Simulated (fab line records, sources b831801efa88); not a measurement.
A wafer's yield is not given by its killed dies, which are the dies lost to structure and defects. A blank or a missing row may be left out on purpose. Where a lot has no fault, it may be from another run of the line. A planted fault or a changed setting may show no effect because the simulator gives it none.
Struck lot and sound lot, side by side :: flow gf180mcu :: 17 out of 602 route steps
Sound: these wafers, L318.1, L318.3, L318.5. Struck: wafers L328.1, L328.3 (left out: L328.2, a lot-mate that was not struck); the cause follows at the end.
For every step that has rows: the tool of each side, followed by ch and its chambers, followed by its first start. Under that, the readings that differ: sound wafers :: struck wafers :: difference of the means :: sigmas: that difference in standard deviations of wafers without a fault.
alike: words and numbers the same on both sides, and readings whose means are apart by under 2 such deviations; not compared: readings that were withheld, readings missing a value for some wafer, numbers with overlapping values and no deviation given by the record, and bounds like >300 which may hide the same value.
A row with sigmas, a row that says differs or no value, or rows on one side alone: a step with any of these is where the two part. Numbers that have no deviation but don't overlap get no sigmas and don't part them. A reading that every wafer of one side lacks parts them only if that side has two wafers or more.

first, 3 steps without rows for these wafers: GF_V2_EXPOSE_11 (exposes mask Via2, target cd 260 nm); GF_V2_PEB_12 (peb time 90 s); GF_V2_DEVELOP_13 (develop time 60 s).
GF_V2_CD_MEAS_14: target cd 260 nm.
  sound: cd_sem-02 at day 20 06:35; struck: cd_sem-01 at day 24 17:06
  alike: cd_nm
GF_V2_OVL_MEAS_15:
  sound: overlay-02 at day 20 06:43; struck: overlay-01 at day 24 17:13
reading: V2_OVL (nm)
sound: 13 10 21
struck: 5 3
difference: -11
sigmas: -2
then, 1 step without rows for these wafers: GF_V2_ETCH_16 (etches BARC in N2/H2).
GF_V2_ETCH_17: etches SiO2 in C4F8/O2/Ar, stops on TiN, target depth 630 nm.
  sound: rie_diel-03 ch 0,1; struck: rie_diel-03 ch 2,3
  alike: oes_product_au
GF_V2_STRIP_18: strips in O2/N2.
  sound on plasma_asher-01 ch 1, day 20 06:53; struck on plasma_asher-03 ch 0,1, day 24 17:23
  alike: drypump_motor_current_A, heater_power_w, oes_product_au
  not compared: rf_hours_counter_h
then, 2 steps without rows for these wafers: GF_V2_STRIP_19 (strips in post etch residue remover, time 1200 s); GF_V2_CLEAN_20 (cleans in DIW).
GF_V2_SPUTTER_21: material Ti, target thk 15 nm, time 80.02 s.
  sound: pvd_sputter-01 at day 20 07:26; struck: pvd_sputter-01 at day 24 17:55
reading: chamber_pressure_pa (Pa)
sound: 5.009 5.013 4.993
struck: 4.980 4.977
difference: -0.026
sigmas: -3
  alike: throttle_valve_pct
GF_V2_SPUTTER_22: material TiN, target thk 10 nm, time 40 s.
  sound: pvd_sputter-01 at day 20 07:31; struck: pvd_sputter-01 at day 24 17:59
  alike: chamber_pressure_pa, throttle_valve_pct
GF_V2_CVD_23: deposits W, target thk 350 nm, time 104.94 s.
  sound on cvd_w-02 ch 0,1, day 20 07:32; struck on cvd_w-02 ch 1, day 24 18:01
reading: chamber_pressure_Torr (Torr)
sound: 39.95 40.09 39.89
struck: 45.33 45.18
difference: +5.28
sigmas: +59

reading: model.W_of_V2_CVD_23.thk_nm (nm)
sound: 356 354 352.9
struck: 371.5 379.1
difference: +21.0
sigmas: 
  alike: heater_power_w
GF_V2_RS_MEAS_24: a four-point-probe measurement.
  sound: film_metro-04 at day 20 07:40; struck: film_metro-04 at day 24 18:08
reading: V2_W_RS (ohm/sq)
sound: 0.322 0.323 0.324
struck: 0.308 0.302
difference: -0.018
sigmas: -6
GF_V2_THK_MEAS_25: measures by xrf.
  sound: film_metro-04 at day 20 07:47; struck: film_metro-04 at day 24 18:16
reading: V2_W_THK (nm)
sound: 356 354 350
struck: 371 377
difference: +21
sigmas: +4
GF_V2_CMP_26: polishes, stops on SiO2, t overpolish 15 s, target thk 0 nm.
  sound on cmp-01 ch 1,2,3, day 20 07:53; struck on cmp-02 ch 0,1, day 24 18:19
  alike: motor_current_A
-- the record jumps here: 8 days lie between the struck wafers' starts before and after (it left off in module V2 and takes up again in module PASSIVATION, whose first step shown is number 602 of the route) --
GF_PASSIVATION_PROBE_99:
  record: rows for the struck wafers here (prober-02, day 32 13:31), none for the sound ones

WHERE THEY PART
Earliest at GF_V2_OVL_MEAS_15; latest, in this record, at GF_PASSIVATION_PROBE_99.

WHY: the cause the simulator had injected
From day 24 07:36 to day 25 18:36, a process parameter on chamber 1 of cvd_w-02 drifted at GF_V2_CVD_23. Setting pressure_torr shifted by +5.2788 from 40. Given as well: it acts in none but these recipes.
